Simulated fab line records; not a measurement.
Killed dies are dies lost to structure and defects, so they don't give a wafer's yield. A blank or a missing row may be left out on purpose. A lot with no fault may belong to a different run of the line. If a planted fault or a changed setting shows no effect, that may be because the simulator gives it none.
fab line records :: flow sky130
record:
  lots: 5
  wafers: 15
  lastDay: 48
route steps=708 shown POLY_GATE@229 LDD_N@237
lots that met no fault: taken from a fault-free run of the same line
startH: the number of hours between the record's first day and the start of the first shown wafer of the lot :: waitH: hours since the lot's step before :: " unchanged from the row above :: L1.1+2: a single row standing in for several wafers :: - no value present, or no start provided :: * or withheld: withheld :: < > ~ a bound
route shown NAME@n: names a module that has steps shown in the file, with the first one's number in the route :: usual: mean/standard deviation taken from wafers without a fault :: same: alike in all rows :: chamber/n: place in a boat :: sites: the reading at each site :: _std_site: standard deviation of those values :: _edge_site: inner sites' mean taken away from outer sites' mean :: radiusMm: how far each site lies from the wafer's centre :: mask NAME#n: copy n :: behind: the tool/chamber that last shaped the wafer :: hold: the reason the lot was held/the length of the hold in hours/how it ended :: device: whichever transistor did not switch (one of n, p or np) :: end of line: at the end of the route, the tests of the same wafers :: a step given without rows: its recipe and nothing more :: killed: dies lost to structure and defects at the first sort, not the wafer's yield :: map: per-die view of a wafer (x killed, . not killed, _ where there is no die)
set.NAME: setting as actually run; set.NAME@STEP: the setting as run at that earlier step :: model.NAME: the simulator's own value behind a step, which no gauge read
lots at selected steps of the route; one table per step, one row per wafer
services: from which hour (startH, from the record's first day; less than 0 if before it) a tool's chamber was out of use, for how many hours, and why
== steps ==
step: SKY_POLY_GATE_ETCH_15
recipe:
  chemistry: N2/H2
  target: BARC
  ionEnergyEv: 200
  sourceW: 500
  biasW: 100
  pressureMtorr: 30
  n2FlowSccm: 100
  h2FlowSccm: 200
  stopOn: SiO2
  timeS: 118.5
  targetDepthA: 1100
usual:
  drypumpMotorCurrentA: 5.6/0.5
  oesProductAu: 0.716/0.0048
  throttleValvePct: 13.213/0.0091
lot.wafer: L074.4
tool: rieDiel-03
chamber: 0
startH: 368.35
waitH: 0.0
drypumpMotorCurrentA: 4.7
oesProductAu: 0.722
rfHoursCounterH: 0
throttleValvePct: 13.225

lot.wafer: L074.5
tool: rieDiel-03
chamber: 2
startH: 368.35
waitH: 0.0
drypumpMotorCurrentA: 5.0
oesProductAu: 0.715
rfHoursCounterH: -
throttleValvePct: 13.202

lot.wafer: L074.6
tool: rieDiel-03
chamber: 1
startH: 368.35
waitH: 0.0
drypumpMotorCurrentA: 5.4
oesProductAu: 0.714
rfHoursCounterH: -
throttleValvePct: 13.220

lot.wafer: L080.2
tool: rieDiel-04
chamber: 1
startH: 436.25
waitH: 0.0
drypumpMotorCurrentA: 6.2
oesProductAu: 0.708
rfHoursCounterH: 3
throttleValvePct: 13.210

lot.wafer: L080.4
tool: rieDiel-04
chamber: 2
startH: 436.25
waitH: 0.0
drypumpMotorCurrentA: 6.0
oesProductAu: 0.715
rfHoursCounterH: 1
throttleValvePct: 13.202

lot.wafer: L080.5
tool: rieDiel-04
chamber: 0
startH: 436.25
waitH: 0.0
drypumpMotorCurrentA: 6.3
oesProductAu: 0.719
rfHoursCounterH: -
throttleValvePct: 13.224

lot.wafer: L081.2
tool: rieDiel-03
chamber: 1
startH: 436.78
waitH: 0.0
drypumpMotorCurrentA: 5.3
oesProductAu: 0.719
rfHoursCounterH: 29
throttleValvePct: 13.216

lot.wafer: L081.3
tool: rieDiel-03
chamber: 3
startH: 436.78
waitH: 0.0
drypumpMotorCurrentA: 6.4
oesProductAu: 0.715
rfHoursCounterH: 3
throttleValvePct: 13.214

lot.wafer: L081.6
tool: rieDiel-03
chamber: 1
startH: 436.78
waitH: 0.0
drypumpMotorCurrentA: 5.3
oesProductAu: 0.708
rfHoursCounterH: -
throttleValvePct: 13.207

lot.wafer: L083.1
tool: rieDiel-02
chamber: 2
startH: 449.05
waitH: 0.0
drypumpMotorCurrentA: 5.1
oesProductAu: 0.712
rfHoursCounterH: 0
throttleValvePct: 13.208

lot.wafer: L083.2
tool: rieDiel-02
chamber: 0
startH: 449.05
waitH: 0.0
drypumpMotorCurrentA: 5.9
oesProductAu: 0.722
rfHoursCounterH: 12
throttleValvePct: 13.215

lot.wafer: L083.4
tool: rieDiel-02
chamber: 0
startH: 449.05
waitH: 0.0
drypumpMotorCurrentA: 5.9
oesProductAu: 0.711
rfHoursCounterH: -
throttleValvePct: 13.213

lot.wafer: L087.2
tool: rieDiel-02
chamber: 2
startH: 482.50
waitH: 0.0
drypumpMotorCurrentA: 5.0
oesProductAu: 0.726
rfHoursCounterH: 1
throttleValvePct: 13.210

lot.wafer: L087.4
tool: rieDiel-02
chamber: 1
startH: 482.50
waitH: 0.0
drypumpMotorCurrentA: 5.4
oesProductAu: 0.715
rfHoursCounterH: 0
throttleValvePct: 13.209

lot.wafer: L087.5
tool: rieDiel-02
chamber: 0
startH: 482.50
waitH: 0.0
drypumpMotorCurrentA: 5.9
oesProductAu: 0.720
rfHoursCounterH: -
throttleValvePct: 13.225
step: SKY_POLY_GATE_ETCH_16
recipe:
  stopOn: poly-Si
  chemistry: CH3F/O2
  target: Si3N4
  sourceW: 400
  biasW: 80
  pressureMtorr: 25
  ch3fFlowSccm: 40
  O2_flow_sccm: 30
  timeS: 147.5
  targetDepthA: 750
usual:
  drypumpMotorCurrentA: 5.6/0.51
  oesProductAu: 0.642/0.0051
  throttleValvePct: 10.535/0.0084
lot.wafer: L074.4
tool: rieDiel-03
chamber: 0
startH: 368.44
waitH: 0.0
drypumpMotorCurrentA: 4.7
oesProductAu: 0.638
rfHoursCounterH: 0
throttleValvePct: 10.545

lot.wafer: L074.5
tool: rieDiel-03
chamber: 2
startH: 368.44
waitH: 0.0
drypumpMotorCurrentA: 5.0
oesProductAu: 0.643
rfHoursCounterH: -
throttleValvePct: 10.528

lot.wafer: L074.6
tool: rieDiel-03
chamber: 1
startH: 368.44
waitH: 0.0
drypumpMotorCurrentA: 5.3
oesProductAu: 0.639
rfHoursCounterH: -
throttleValvePct: 10.525

lot.wafer: L080.2
tool: rieDiel-04
chamber: 1
startH: 436.33
waitH: 0.0
drypumpMotorCurrentA: 6.1
oesProductAu: 0.639
rfHoursCounterH: 3
throttleValvePct: 10.512

lot.wafer: L080.4
tool: rieDiel-04
chamber: 2
startH: 436.33
waitH: 0.0
drypumpMotorCurrentA: 5.9
oesProductAu: 0.638
rfHoursCounterH: 1
throttleValvePct: 10.535

lot.wafer: L080.5
tool: rieDiel-04
chamber: 0
startH: 436.33
waitH: 0.0
drypumpMotorCurrentA: 6.3
oesProductAu: 0.635
rfHoursCounterH: -
throttleValvePct: 10.537

lot.wafer: L081.2
tool: rieDiel-03
chamber: 1
startH: 436.86
waitH: 0.0
drypumpMotorCurrentA: 5.3
oesProductAu: 0.642
rfHoursCounterH: 29
throttleValvePct: 10.535

lot.wafer: L081.3
tool: rieDiel-03
chamber: 3
startH: 436.86
waitH: 0.0
drypumpMotorCurrentA: 6.4
oesProductAu: 0.647
rfHoursCounterH: 3
throttleValvePct: 10.510

lot.wafer: L081.6
tool: rieDiel-03
chamber: 1
startH: 436.86
waitH: 0.0
drypumpMotorCurrentA: 5.3
oesProductAu: 0.638
rfHoursCounterH: -
throttleValvePct: 10.541

lot.wafer: L083.1
tool: rieDiel-02
chamber: 2
startH: 449.14
waitH: 0.0
drypumpMotorCurrentA: 5.1
oesProductAu: 0.649
rfHoursCounterH: 0
throttleValvePct: 10.526

lot.wafer: L083.2
tool: rieDiel-02
chamber: 0
startH: 449.14
waitH: 0.0
drypumpMotorCurrentA: 5.9
oesProductAu: 0.646
rfHoursCounterH: 12
throttleValvePct: 10.534

lot.wafer: L083.4
tool: rieDiel-02
chamber: 0
startH: 449.14
waitH: 0.0
drypumpMotorCurrentA: 5.9
oesProductAu: 0.645
rfHoursCounterH: -
throttleValvePct: 10.540

lot.wafer: L087.2
tool: rieDiel-02
chamber: 2
startH: 482.59
waitH: 0.0
drypumpMotorCurrentA: 5.1
oesProductAu: 0.641
rfHoursCounterH: 1
throttleValvePct: 10.541

lot.wafer: L087.4
tool: rieDiel-02
chamber: 1
startH: 482.59
waitH: 0.0
drypumpMotorCurrentA: 5.4
oesProductAu: 0.639
rfHoursCounterH: 0
throttleValvePct: 10.537

lot.wafer: L087.5
tool: rieDiel-02
chamber: 0
startH: 482.59
waitH: 0.0
drypumpMotorCurrentA: 5.9
oesProductAu: 0.639
rfHoursCounterH: -
throttleValvePct: 10.535
step: SKY_POLY_GATE_ETCH_17
recipe:
  targetDepthNm: 180
  stopOn: SiO2
  overEtchFrac: 0.56667
  chemistry: HBr/Cl2
  target: poly-Si
  icpW: 400
  biasW: 100
  pressureMtorr: 10
  HBr_flow_sccm: 150
  Cl2_flow_sccm: 50
  timeS: 70.5
usual:
  drypumpMotorCurrentA: 6.0/0.36
  oesProductAu: 0.992/0.0068
  throttleValvePct: 33.683/0.0084
lot.wafer: L074.4
tool: rieSi-02
chamber: 1
startH: 368.54
waitH: 0.0
drypumpMotorCurrentA: 6.1
oesProductAu: 1.004
rfHoursCounterH: 30
throttleValvePct: 33.677

lot.wafer: L074.5
tool: rieSi-02
chamber: 1
startH: 368.54
waitH: 0.0
drypumpMotorCurrentA: 6.0
oesProductAu: 0.993
rfHoursCounterH: -
throttleValvePct: 33.680

lot.wafer: L074.6
tool: rieSi-02
chamber: 2
startH: 368.54
waitH: 0.0
drypumpMotorCurrentA: 6.2
oesProductAu: 0.989
rfHoursCounterH: -
throttleValvePct: 33.690

lot.wafer: L080.2
tool: rieSi-01
chamber: 1
startH: 436.43
waitH: 0.0
drypumpMotorCurrentA: 5.4
oesProductAu: 0.978
rfHoursCounterH: 23
throttleValvePct: 33.695

lot.wafer: L080.4
tool: rieSi-01
chamber: 2
startH: 436.43
waitH: 0.0
drypumpMotorCurrentA: 6.5
oesProductAu: 1.002
rfHoursCounterH: 7
throttleValvePct: 33.694

lot.wafer: L080.5
tool: rieSi-01
chamber: 0
startH: 436.43
waitH: 0.0
drypumpMotorCurrentA: 6.1
oesProductAu: 0.986
rfHoursCounterH: -
throttleValvePct: 33.681

lot.wafer: L081.2
tool: rieSi-01
chamber: 3
startH: 436.96
waitH: 0.0
drypumpMotorCurrentA: 5.4
oesProductAu: 1.009
rfHoursCounterH: 49
throttleValvePct: 33.675

lot.wafer: L081.3
tool: rieSi-01
chamber: 1
startH: 436.96
waitH: 0.0
drypumpMotorCurrentA: 5.4
oesProductAu: 1.003
rfHoursCounterH: 23
throttleValvePct: 33.701

lot.wafer: L081.6
tool: rieSi-01
chamber: 3
startH: 436.96
waitH: 0.0
drypumpMotorCurrentA: 5.4
oesProductAu: 1.001
rfHoursCounterH: -
throttleValvePct: 33.682

lot.wafer: L083.1
tool: rieSi-01
chamber: 0
startH: 449.23
waitH: 0.0
drypumpMotorCurrentA: 6.1
oesProductAu: 0.986
rfHoursCounterH: 0
throttleValvePct: 33.692

lot.wafer: L083.2
tool: rieSi-01
chamber: 2
startH: 449.23
waitH: 0.0
drypumpMotorCurrentA: 6.5
oesProductAu: 1.006
rfHoursCounterH: 7
throttleValvePct: 33.696

lot.wafer: L083.4
tool: rieSi-01
chamber: 3
startH: 449.23
waitH: 0.0
drypumpMotorCurrentA: 5.4
oesProductAu: 1.006
rfHoursCounterH: 50
throttleValvePct: 33.689

lot.wafer: L087.2
tool: rieSi-01
chamber: 2
startH: 482.68
waitH: 0.0
drypumpMotorCurrentA: 6.5
oesProductAu: 1.009
rfHoursCounterH: 7
throttleValvePct: 33.666

lot.wafer: L087.4
tool: rieSi-01
chamber: 0
startH: 482.68
waitH: 0.0
drypumpMotorCurrentA: 6.1
oesProductAu: 0.994
rfHoursCounterH: 1
throttleValvePct: 33.687

lot.wafer: L087.5
tool: rieSi-01
chamber: 1
startH: 482.68
waitH: 0.0
drypumpMotorCurrentA: 5.3
oesProductAu: 0.997
rfHoursCounterH: -
throttleValvePct: 33.688
step: SKY_POLY_GATE_STRIP_18
recipe:
  chemistry: O2/N2
  powerW: 1400
  pressureMtorr: 1500
  platenTempC: withheld
  o2FlowSccm: 3000
  n2FlowSccm: 300
  overashFraction: 0.5
usual:
  drypumpMotorCurrentA: 5.4/0.37
  oesProductAu: 0.360/0.0048
  stripTimeToEndpointS: 3.158/0.029
lot.wafer: L074.4
tool: plasmaAsher-02
chamber: 1
startH: 368.62
waitH: 0.1
drypumpMotorCurrentA: 5.1
oesProductAu: 0.360
rfHoursCounterH: -
stripTimeToEndpointS: 3.149

lot.wafer: L074.5
tool: plasmaAsher-02
chamber: 1
startH: 368.62
waitH: 0.1
drypumpMotorCurrentA: 5.2
oesProductAu: 0.355
rfHoursCounterH: -
stripTimeToEndpointS: 3.118

lot.wafer: L074.6
tool: plasmaAsher-02
chamber: 0
startH: 368.62
waitH: 0.1
drypumpMotorCurrentA: 5.6
oesProductAu: 0.356
rfHoursCounterH: -
stripTimeToEndpointS: 3.125

lot.wafer: L080.2
tool: plasmaAsher-03
chamber: 1
startH: 436.48
waitH: 0.0
drypumpMotorCurrentA: 4.9
oesProductAu: 0.363
rfHoursCounterH: 33
stripTimeToEndpointS: 3.167

lot.wafer: L080.4
tool: plasmaAsher-03
chamber: 1
startH: 436.48
waitH: 0.0
drypumpMotorCurrentA: 4.9
oesProductAu: 0.360
rfHoursCounterH: -
stripTimeToEndpointS: 3.173

lot.wafer: L080.5
tool: plasmaAsher-03
chamber: 1
startH: 436.48
waitH: 0.0
drypumpMotorCurrentA: 4.9
oesProductAu: 0.371
rfHoursCounterH: -
stripTimeToEndpointS: 3.196

lot.wafer: L081.2
tool: plasmaAsher-03
chamber: 0
startH: 437.01
waitH: 0.0
drypumpMotorCurrentA: 5.5
oesProductAu: 0.362
rfHoursCounterH: 33
stripTimeToEndpointS: 3.161

lot.wafer: L081.3
tool: plasmaAsher-03
chamber: 0
startH: 437.01
waitH: 0.0
drypumpMotorCurrentA: 5.4
oesProductAu: 0.359
rfHoursCounterH: -
stripTimeToEndpointS: 3.152

lot.wafer: L081.6
tool: plasmaAsher-03
chamber: 1
startH: 437.01
waitH: 0.0
drypumpMotorCurrentA: 4.9
oesProductAu: 0.367
rfHoursCounterH: -
stripTimeToEndpointS: 3.174

lot.wafer: L083.1
tool: plasmaAsher-04
chamber: 0
startH: 449.29
waitH: 0.0
drypumpMotorCurrentA: 6.1
oesProductAu: 0.368
rfHoursCounterH: 63
stripTimeToEndpointS: 3.162

lot.wafer: L083.2
tool: plasmaAsher-04
chamber: 1
startH: 449.29
waitH: 0.0
drypumpMotorCurrentA: 5.6
oesProductAu: 0.357
rfHoursCounterH: 63
stripTimeToEndpointS: 3.156

lot.wafer: L083.4
tool: plasmaAsher-04
chamber: 0
startH: 449.29
waitH: 0.0
drypumpMotorCurrentA: 6.2
oesProductAu: 0.353
rfHoursCounterH: -
stripTimeToEndpointS: 3.106

lot.wafer: L087.2
tool: plasmaAsher-02
chamber: 1
startH: 482.74
waitH: 0.0
drypumpMotorCurrentA: 5.1
oesProductAu: 0.365
rfHoursCounterH: 78
stripTimeToEndpointS: 3.163

lot.wafer: L087.4
tool: plasmaAsher-02
chamber: 0
startH: 482.74
waitH: 0.0
drypumpMotorCurrentA: 5.6
oesProductAu: 0.366
rfHoursCounterH: -
stripTimeToEndpointS: 3.157

lot.wafer: L087.5
tool: plasmaAsher-02
chamber: 1
startH: 482.74
waitH: 0.0
drypumpMotorCurrentA: 5.1
oesProductAu: 0.363
rfHoursCounterH: -
stripTimeToEndpointS: 3.164
step: SKY_POLY_GATE_CLEAN_19
recipe:
  chemistry: SC1/SC2
  mix: 1:4:20
  tempC: 70
  timeS: 150
  dry: n2Spin
usual:
  tempC: 70.02/0.13
lot.wafer: L074.4
tool: wetBench-04
chamber: 0
startH: 368.69
waitH: 0.0
tempC: 70.11

lot.wafer: L074.5
tool: wetBench-04
chamber: 0
startH: 368.69
waitH: 0.0
tempC: 70.06

lot.wafer: L074.6
tool: wetBench-04
chamber: 0
startH: 368.69
waitH: 0.0
tempC: 70.07

lot.wafer: L080.2
tool: wetBench-03
chamber: 2
startH: 436.58
waitH: 0.1
tempC: 69.88

lot.wafer: L080.4
tool: wetBench-03
chamber: 2
startH: 436.58
waitH: 0.1
tempC: 70.03

lot.wafer: L080.5
tool: wetBench-03
chamber: 2
startH: 436.58
waitH: 0.1
tempC: 69.92

lot.wafer: L081.2
tool: wetBench-04
chamber: 3
startH: 437.11
waitH: 0.1
tempC: 69.98

lot.wafer: L081.3
tool: wetBench-04
chamber: 3
startH: 437.11
waitH: 0.1
tempC: 70.02

lot.wafer: L081.6
tool: wetBench-04
chamber: 3
startH: 437.11
waitH: 0.1
tempC: 69.85

lot.wafer: L083.1
tool: wetBench-03
chamber: 2
startH: 449.39
waitH: 0.1
tempC: 70.10

lot.wafer: L083.2
tool: wetBench-03
chamber: 2
startH: 449.39
waitH: 0.1
tempC: 69.83

lot.wafer: L083.4
tool: wetBench-03
chamber: 2
startH: 449.39
waitH: 0.1
tempC: 70.01

lot.wafer: L087.2
tool: wetBench-04
chamber: 2
startH: 482.84
waitH: 0.1
tempC: 70.09

lot.wafer: L087.4
tool: wetBench-04
chamber: 2
startH: 482.84
waitH: 0.1
tempC: 70.10

lot.wafer: L087.5
tool: wetBench-04
chamber: 2
startH: 482.84
waitH: 0.1
tempC: 70.20
step: SKY_POLY_GATE_OXIDATION_20
recipe:
  tempC: 850
  ambient: O2
  stabiliseS: 600
  purgeS: 300
  targetThkA: 40
  oxTimeS: 899
usual:
  oxTempCMax: 854.5/1.4
  tubeCenterTempC: 850/0.082
  zonePowerLowerPct: 15.1/1.6
  zonePowerUpperPct: 16.2/1
lot.wafer: L074.4
tool: furnace-02
chamber: 0
startH: 370.09
waitH: 1.3
oxTempCMax: 855.9
tubeCenterTempC: 849.88
zonePowerLowerPct: 16.6
zonePowerUpperPct: 15.0

lot.wafer: L074.5
tool: furnace-02
chamber: 0
startH: 370.09
waitH: 1.3
oxTempCMax: 857.1
tubeCenterTempC: 850.01
zonePowerLowerPct: 16.5
zonePowerUpperPct: 14.9

lot.wafer: L074.6
tool: furnace-02
chamber: 0
startH: 370.09
waitH: 1.3
oxTempCMax: 855.7
tubeCenterTempC: 849.97
zonePowerLowerPct: 17.0
zonePowerUpperPct: 14.9

lot.wafer: L080.2
tool: furnace-02
chamber: 0
startH: 437.04
waitH: 0.4
oxTempCMax: 854.3
tubeCenterTempC: 849.9
zonePowerLowerPct: 17.0
zonePowerUpperPct: 14.7

lot.wafer: L080.4
tool: furnace-02
chamber: 0
startH: 437.04
waitH: 0.4
oxTempCMax: 855.8
tubeCenterTempC: 850.11
zonePowerLowerPct: 16.9
zonePowerUpperPct: 15.2

lot.wafer: L080.5
tool: furnace-02
chamber: 0
startH: 437.04
waitH: 0.4
oxTempCMax: 854.4
tubeCenterTempC: 849.95
zonePowerLowerPct: 16.8
zonePowerUpperPct: 15.0

lot.wafer: L081.2
tool: furnace-01
chamber: 0
startH: 437.93
waitH: 0.8
oxTempCMax: 853.2
tubeCenterTempC: 849.96
zonePowerLowerPct: 13.7
zonePowerUpperPct: 17.1

lot.wafer: L081.3
tool: furnace-01
chamber: 0
startH: 437.93
waitH: 0.8
oxTempCMax: 853.0
tubeCenterTempC: 849.98
zonePowerLowerPct: 14.0
zonePowerUpperPct: 17.0

lot.wafer: L081.6
tool: furnace-01
chamber: 0
startH: 437.93
waitH: 0.8
oxTempCMax: 852.4
tubeCenterTempC: 849.91
zonePowerLowerPct: 13.7
zonePowerUpperPct: 16.8

lot.wafer: L083.1
tool: furnace-02
chamber: 0
startH: 450.39
waitH: 0.9
oxTempCMax: 855.9
tubeCenterTempC: 850.11
zonePowerLowerPct: 17.0
zonePowerUpperPct: 15.0

lot.wafer: L083.2
tool: furnace-02
chamber: 0
startH: 450.39
waitH: 0.9
oxTempCMax: 856.1
tubeCenterTempC: 850.07
zonePowerLowerPct: 17.0
zonePowerUpperPct: 15.1

lot.wafer: L083.4
tool: furnace-02
chamber: 0
startH: 450.39
waitH: 0.9
oxTempCMax: 856.3
tubeCenterTempC: 850.07
zonePowerLowerPct: 16.9
zonePowerUpperPct: 14.8

lot.wafer: L087.2
tool: furnace-01
chamber: 0
startH: 482.89
waitH: 0.0
oxTempCMax: 853.1
tubeCenterTempC: 849.98
zonePowerLowerPct: 13.7
zonePowerUpperPct: 17.0

lot.wafer: L087.4
tool: furnace-01
chamber: 0
startH: 482.89
waitH: 0.0
oxTempCMax: 853.5
tubeCenterTempC: 849.97
zonePowerLowerPct: 13.8
zonePowerUpperPct: 17.1

lot.wafer: L087.5
tool: furnace-01
chamber: 0
startH: 482.89
waitH: 0.0
oxTempCMax: 852.9
tubeCenterTempC: 850.13
zonePowerLowerPct: 13.9
zonePowerUpperPct: 16.5
step: SKY_POLY_GATE_THK_MEAS_21
recipe:
  reads: SiO2_of_POLY_GATE_OXIDATION_20
usual:
  POLY_GATE_OXIDATION_THK: 3.97/0.066
lot.wafer: L074.4
tool: filmMetro-03
chamber: -
startH: 371.37
waitH: 0.0
POLY_GATE_OXIDATION_THK[nm]: 3.89

lot.wafer: L074.5
tool: filmMetro-03
chamber: -
startH: 371.37
waitH: 0.0
POLY_GATE_OXIDATION_THK[nm]: 3.85

lot.wafer: L074.6
tool: filmMetro-03
chamber: -
startH: 371.37
waitH: 0.0
POLY_GATE_OXIDATION_THK[nm]: 3.94

lot.wafer: L080.2
tool: filmMetro-01
chamber: -
startH: 438.30
waitH: 0.0
POLY_GATE_OXIDATION_THK[nm]: 4.00

lot.wafer: L080.4
tool: filmMetro-01
chamber: -
startH: 438.30
waitH: 0.0
POLY_GATE_OXIDATION_THK[nm]: 3.94

lot.wafer: L080.5
tool: filmMetro-01
chamber: -
startH: 438.30
waitH: 0.0
POLY_GATE_OXIDATION_THK[nm]: 4.05

lot.wafer: L081.2
tool: filmMetro-04
chamber: -
startH: 439.19
waitH: 0.0
POLY_GATE_OXIDATION_THK[nm]: 4.02

lot.wafer: L081.3
tool: filmMetro-04
chamber: -
startH: 439.19
waitH: 0.0
POLY_GATE_OXIDATION_THK[nm]: 3.97

lot.wafer: L081.6
tool: filmMetro-04
chamber: -
startH: 439.19
waitH: 0.0
POLY_GATE_OXIDATION_THK[nm]: 3.95

lot.wafer: L083.1
tool: filmMetro-03
chamber: -
startH: 451.64
waitH: 0.0
POLY_GATE_OXIDATION_THK[nm]: 3.91

lot.wafer: L083.2
tool: filmMetro-03
chamber: -
startH: 451.64
waitH: 0.0
POLY_GATE_OXIDATION_THK[nm]: 3.95

lot.wafer: L083.4
tool: filmMetro-03
chamber: -
startH: 451.64
waitH: 0.0
POLY_GATE_OXIDATION_THK[nm]: 3.87

lot.wafer: L087.2
tool: filmMetro-01
chamber: -
startH: 484.15
waitH: 0.0
POLY_GATE_OXIDATION_THK[nm]: 3.88

lot.wafer: L087.4
tool: filmMetro-01
chamber: -
startH: 484.15
waitH: 0.0
POLY_GATE_OXIDATION_THK[nm]: 3.91

lot.wafer: L087.5
tool: filmMetro-01
chamber: -
startH: 484.15
waitH: 0.0
POLY_GATE_OXIDATION_THK[nm]: 3.93
step: SKY_POLY_GATE_CD_MEAS_22
usual:
  cdNm: 150.6/1.7
lot.wafer: L074.4
tool: cdSem-01
chamber: -
startH: 371.49
waitH: 0.1
cdNm: 150.4

lot.wafer: L074.5
tool: cdSem-01
chamber: -
startH: 371.49
waitH: 0.1
cdNm: 149.0

lot.wafer: L074.6
tool: cdSem-01
chamber: -
startH: 371.49
waitH: 0.1
cdNm: 149.7

lot.wafer: L080.2
tool: cdSem-02
chamber: -
startH: 438.38
waitH: 0.1
cdNm: 150.2

lot.wafer: L080.4
tool: cdSem-02
chamber: -
startH: 438.38
waitH: 0.1
cdNm: 148.6

lot.wafer: L080.5
tool: cdSem-02
chamber: -
startH: 438.38
waitH: 0.1
cdNm: 150.8

lot.wafer: L081.2
tool: cdSem-01
chamber: -
startH: 439.27
waitH: 0.1
cdNm: 152.8

lot.wafer: L081.3
tool: cdSem-01
chamber: -
startH: 439.27
waitH: 0.1
cdNm: 154.2

lot.wafer: L081.6
tool: cdSem-01
chamber: -
startH: 439.27
waitH: 0.1
cdNm: 151.3

lot.wafer: L083.1
tool: cdSem-02
chamber: -
startH: 451.70
waitH: 0.1
cdNm: 151.7

lot.wafer: L083.2
tool: cdSem-02
chamber: -
startH: 451.70
waitH: 0.1
cdNm: 149.8

lot.wafer: L083.4
tool: cdSem-02
chamber: -
startH: 451.70
waitH: 0.1
cdNm: 151.5

lot.wafer: L087.2
tool: cdSem-01
chamber: -
startH: 484.23
waitH: 0.1
cdNm: 150.5

lot.wafer: L087.4
tool: cdSem-01
chamber: -
startH: 484.23
waitH: 0.1
cdNm: 149.5

lot.wafer: L087.5
tool: cdSem-01
chamber: -
startH: 484.23
waitH: 0.1
cdNm: 148.3
step: SKY_LDD_N_DEHYDRATE_00
recipe:
  tempC: 200
  timeS: 60
lot.wafer: L074.4+5+6
tool: lithoTrack-03
chamber: 0
startH: 384.11
waitH: 12.6

lot.wafer: L080.2+4+5
tool: lithoTrack-03
chamber: 0
startH: 453.16
waitH: 14.8

lot.wafer: L081.2+3+6
tool: lithoTrack-03
chamber: 0
startH: 454.06
waitH: 14.8

lot.wafer: L083.1+2+4
tool: lithoTrack-03
chamber: 0
startH: 466.14
waitH: 14.4

lot.wafer: L087.2+4+5
tool: lithoTrack-03
chamber: 0
startH: 498.91
waitH: 14.7
step: SKY_LDD_N_HMDS_01
recipe:
  primeTimeS: 60
  primeTempC: 120
lot.wafer: L074.4+5+6
tool: lithoTrack-03
chamber: 0
startH: 384.26
waitH: 0.1

lot.wafer: L080.2+4+5
tool: lithoTrack-03
chamber: 0
startH: 453.31
waitH: 0.1

lot.wafer: L081.2+3+6
tool: lithoTrack-03
chamber: 0
startH: 454.21
waitH: 0.1

lot.wafer: L083.1+2+4
tool: lithoTrack-03
chamber: 0
startH: 466.29
waitH: 0.1

lot.wafer: L087.2+4+5
tool: lithoTrack-03
chamber: 0
startH: 499.06
waitH: 0.1
== services ==
tool: rieDiel-03
chamber: -
startH: 351.83
hours: 0.5
kind: repair

tool: wetBench-03
chamber: -
startH: 367.86
hours: 5.8
kind: repair

tool: rieSi-02
chamber: 3
startH: 370.20
hours: 7.9
kind: repair

tool: furnace-02
chamber: -
startH: 383.16
hours: 3.4
kind: pm

tool: rieSi-01
chamber: 0
startH: 383.97
hours: -
kind: clean

tool: rieSi-01
chamber: 0
startH: 383.97
hours: 16.2
kind: scheduledDown

tool: rieSi-01
chamber: 0
startH: 383.97
hours: 16.2
kind: ventCycle

tool: plasmaAsher-02
chamber: -
startH: 386.98
hours: 3.1
kind: repair

tool: rieSi-01
chamber: 0
startH: 402.20
hours: 10.8
kind: repair

tool: rieSi-01
chamber: 2
startH: 410.47
hours: 5.6
kind: repair

tool: plasmaAsher-02
chamber: -
startH: 421.50
hours: 2.8
kind: pm

tool: rieDiel-02
chamber: 2
startH: 423.93
hours: -
kind: clean

tool: rieDiel-02
chamber: 2
startH: 423.93
hours: 19.1
kind: scheduledDown

tool: rieDiel-02
chamber: 2
startH: 423.93
hours: 19.1
kind: ventCycle

tool: rieDiel-02
chamber: 0
startH: 441.90
hours: 5.3
kind: repair

tool: rieDiel-02
chamber: -
startH: 445.96
hours: 2.8
kind: pm

tool: rieDiel-02
chamber: 1
startH: 448.71
hours: -
kind: clean

tool: rieDiel-02
chamber: 1
startH: 448.71
hours: 17.4
kind: scheduledDown

tool: rieDiel-02
chamber: 0
startH: 451.03
hours: 9.6
kind: repair

tool: rieSi-01
chamber: 1
startH: 454.72
hours: 9.8
kind: repair

tool: rieDiel-03
chamber: -
startH: 468.30
hours: 0.1
kind: repair

tool: rieDiel-04
chamber: 2
startH: 470.28
hours: 8.7
kind: repair

tool: rieDiel-03
chamber: -
startH: 489.04
hours: 15.6
kind: pm

tool: rieDiel-02
chamber: 1
startH: 493.13
hours: 13.2
kind: repair
== key ==
fault none
